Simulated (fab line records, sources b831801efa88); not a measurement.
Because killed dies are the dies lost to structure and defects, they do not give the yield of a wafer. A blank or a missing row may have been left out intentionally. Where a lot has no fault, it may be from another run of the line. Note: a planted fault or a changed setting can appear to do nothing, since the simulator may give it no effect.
Which of the tools did it? ; flow sky130 ; Sampling: 14 lots, 42 wafers, 2 of 708 route steps

== WHAT EACH GAUGE READ, for each wafer ==
SKY_LI_CONTACT_THK_MEAS_01. Usual: LI_CONTACT_HDPCVD_THK typically reads 924 nm, with standard deviation 9.7.
lot;measured;on;LI_CONTACT_HDPCVD_THK (nm);flag
L853;day 28 14:36;film_metro-01;919 923 928;
L854;day 28 21:50;film_metro-02;924 911 915;
L858;day 30 11:06;film_metro-03;930 927 936;
L860;day 30 18:51;film_metro-03;929 937 932;
L861;day 31 06:20;film_metro-02;920 932 930;
L862;day 31 17:52;film_metro-03;907 907 910;
L863;day 32 01:29;film_metro-02;919 922 922;
L864;day 32 05:20;film_metro-02;918 917 916;
L866;day 32 21:08;film_metro-02;843 916 843;OFF
L865;day 33 00:14;film_metro-01;933 907 918;
L869;day 33 18:47;film_metro-02;913 843 839;OFF
L874;day 35 11:23;film_metro-03;926 912 943;
L873;day 35 15:44;film_metro-02;931 919 931;
L876;day 36 02:11;film_metro-03;920 915 911;

== WHICH TOOL RAN EACH LOT (tool, then ch and the chambers of the sampled wafers, then the start) ==
lot;SKY_LI_CONTACT_HDPCVD_00
L853;hdpcvd-01 ch 0,1,2, day 28 14:29
L854;hdpcvd-02 ch 1,2, day 28 21:44
L858;hdpcvd-02 ch 1,2, day 30 10:59
L860;hdpcvd-01 ch 0,1,2, day 30 18:44
L861;hdpcvd-02 ch 0,1,2, day 31 06:14
L862;hdpcvd-02 ch 0,2, day 31 17:46
L863;hdpcvd-01 ch 0,2, day 32 01:23
L864;hdpcvd-02 ch 0,1, day 32 05:14
L866;hdpcvd-02 ch 0,2, day 32 21:01
L865;hdpcvd-01 ch 0,1,2, day 33 00:07
L869;hdpcvd-02 ch 0,2, day 33 18:40
L874;hdpcvd-01 ch 0,1, day 35 11:17
L873;hdpcvd-01 ch 1,2, day 35 15:38
L876;hdpcvd-02 ch 0,1,2, day 36 02:04
- SKY_LI_CONTACT_HDPCVD_00: deposits PSG, target thk 930 nm, time 155 s.

== AS READ BY THE TOOLS THEMSELVES (means over the sampled wafers that have a number; for cases with no such wafer, the mark the record gives instead) ==
SKY_LI_CONTACT_HDPCVD_00. Usual: run_length_s at 182.8 s, with a standard deviation of 0.48.
lot;tool;run_length_s (s);flag
L853;hdpcvd-01;182.3;
L854;hdpcvd-02;183.4;
L858;hdpcvd-02;183.2;
L860;hdpcvd-01;182.9;
L861;hdpcvd-02;183.2;
L862;hdpcvd-02;183.3;
L863;hdpcvd-01;182.7;
L864;hdpcvd-02;182.6;
L866;hdpcvd-02;173.7;OFF
L865;hdpcvd-01;182.5;
L869;hdpcvd-02;173.6;OFF
L874;hdpcvd-01;182.5;
L873;hdpcvd-01;182.4;
L876;hdpcvd-02;183.2;

== THE ANSWER, worked out from the rows above alone ==
Rule: a lot counts as off when the mean over its wafers that have a number is more than 3 standard deviations away from the usual mean. Also off: a lot with no number at a reading for which 4 or more lots have one. Where the step has rows for the other lots, those lots are counted as sound. Order of review: gauges by route order, followed by the tools' own readings, for which a lot's mean as printed above is used. At the first step where some lot is off, the reading lying furthest off is the one used; lots without a number count as furthest.
Off: at SKY_LI_CONTACT_THK_MEAS_01 (LI_CONTACT_HDPCVD_THK), L866, L869.
A tool fits if, at a process step before that reading, it ran every lot that is off, and no sound lot after the first of them. Not tried: the gauges at SKY_LI_CONTACT_THK_MEAS_01; whatever is off there is also off at SKY_LI_CONTACT_HDPCVD_00, on other tools, and gauge error can't account for it. Of those tried, none fits.

== WHAT THE SIMULATOR PUT IN ==
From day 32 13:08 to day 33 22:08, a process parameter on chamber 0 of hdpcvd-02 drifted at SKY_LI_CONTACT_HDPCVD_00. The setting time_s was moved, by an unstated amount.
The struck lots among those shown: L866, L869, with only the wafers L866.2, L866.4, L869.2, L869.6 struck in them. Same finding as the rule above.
